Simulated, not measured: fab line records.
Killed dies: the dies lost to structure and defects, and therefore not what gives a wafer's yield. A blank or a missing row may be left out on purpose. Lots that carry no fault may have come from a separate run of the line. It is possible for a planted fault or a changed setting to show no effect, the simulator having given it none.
Which tool was responsible? || flow sfq line || 14 lots, 42 wafers sampled, at 1 step of a route of 325

== WHAT THE GAUGES SHOWED, per wafer ==
The record holds no reading of a measuring or inspecting step that can be judged against a usual standard deviation.

== TOOL THAT RAN EACH LOT (tool first, then ch and the chambers of the sampled wafers, then the start) ==
{"lot": "L449", "SFQ_TRILAYER_M6_DEP_PRE_CLEAN_158": "pvd sputter-05, day 57 14:24"}
{"lot": "L451", "SFQ_TRILAYER_M6_DEP_PRE_CLEAN_158": "pvd sputter-03, day 57 22:46"}
{"lot": "L454", "SFQ_TRILAYER_M6_DEP_PRE_CLEAN_158": "pvd sputter-03, day 59 14:59"}
{"lot": "L455", "SFQ_TRILAYER_M6_DEP_PRE_CLEAN_158": "pvd sputter-03, day 59 18:23"}
{"lot": "L456", "SFQ_TRILAYER_M6_DEP_PRE_CLEAN_158": "pvd sputter-03, day 60 00:59"}
{"lot": "L457", "SFQ_TRILAYER_M6_DEP_PRE_CLEAN_158": "pvd sputter-05, day 60 01:35"}
{"lot": "L459", "SFQ_TRILAYER_M6_DEP_PRE_CLEAN_158": "pvd sputter-03, day 60 21:32"}
{"lot": "L461", "SFQ_TRILAYER_M6_DEP_PRE_CLEAN_158": "pvd sputter-05, day 61 18:56"}
{"lot": "L462", "SFQ_TRILAYER_M6_DEP_PRE_CLEAN_158": "pvd sputter-05, day 61 22:32"}
{"lot": "L463", "SFQ_TRILAYER_M6_DEP_PRE_CLEAN_158": "pvd sputter-05, day 62 05:44"}
{"lot": "L464", "SFQ_TRILAYER_M6_DEP_PRE_CLEAN_158": "pvd sputter-05, day 62 14:44"}
{"lot": "L465", "SFQ_TRILAYER_M6_DEP_PRE_CLEAN_158": "pvd sputter-05, day 62 20:08"}
{"lot": "L467", "SFQ_TRILAYER_M6_DEP_PRE_CLEAN_158": "pvd sputter-05, day 63 11:50"}
{"lot": "L471", "SFQ_TRILAYER_M6_DEP_PRE_CLEAN_158": "pvd sputter-04, day 64 04:02"}
- SFQ_TRILAYER_M6_DEP_PRE_CLEAN_158: time 22.5 s.

== AS READ BY THE TOOLS THEMSELVES (means over the sampled wafers that have a number; for cases with no such wafer, the mark the record gives instead) ==
SFQ_TRILAYER_M6_DEP_PRE_CLEAN_158.
{"lot": "L449", "tool": "pvd sputter-05", "bias v (V)": 248.1}
{"lot": "L451", "tool": "pvd sputter-03", "bias v (V)": 250.2}
{"lot": "L454", "tool": "pvd sputter-03", "bias v (V)": 249.1}
{"lot": "L455", "tool": "pvd sputter-03", "bias v (V)": 249.1}
{"lot": "L456", "tool": "pvd sputter-03", "bias v (V)": 250.7}
{"lot": "L457", "tool": "pvd sputter-05", "bias v (V)": 250.0}
{"lot": "L459", "tool": "pvd sputter-03", "bias v (V)": 251.3}
{"lot": "L461", "tool": "pvd sputter-05", "bias v (V)": "-"}
{"lot": "L462", "tool": "pvd sputter-05", "bias v (V)": "-"}
{"lot": "L463", "tool": "pvd sputter-05", "bias v (V)": 249.0}
{"lot": "L464", "tool": "pvd sputter-05", "bias v (V)": 248.8}
{"lot": "L465", "tool": "pvd sputter-05", "bias v (V)": 246.6}
{"lot": "L467", "tool": "pvd sputter-05", "bias v (V)": 252.9}
{"lot": "L471", "tool": "pvd sputter-04", "bias v (V)": 249.7}

== THE ANSWER, worked out from the rows above alone ==
Rule: the lots themselves supply what counts as usual. The widest of any qualifying gaps counts: lots, ordered by their means at a reading, are off when they make up no more than a third of the lots, leave a main group of 4 or more, and stand apart from it by 3 or more times the standard deviation of that group's means. The tables above print the reading to a certain number of digits; a main group whose means all agree to those digits is not used. A lot without any number at a reading at which 4 lots or more have one is off too. Where the step has rows for the other lots, those lots are counted as sound. Order of review: gauges by route order, followed by the tools' own readings, for which a lot's mean as printed above is used. At the first step where some lot is off, the reading lying furthest off is the one used; lots without a number count as furthest.
Off: L461, L462, at SFQ_TRILAYER_M6_DEP_PRE_CLEAN_158 (bias v). Without a number there: L461, L462. The main group: mean 249.6 V, standard deviation 1.5.
If a tool, at that step or one of the process steps before it, ran each lot that is off and ran no sound lot following the first of them, it fits. None of those tried fits.

== WHAT THE SIMULATOR PUT IN ==
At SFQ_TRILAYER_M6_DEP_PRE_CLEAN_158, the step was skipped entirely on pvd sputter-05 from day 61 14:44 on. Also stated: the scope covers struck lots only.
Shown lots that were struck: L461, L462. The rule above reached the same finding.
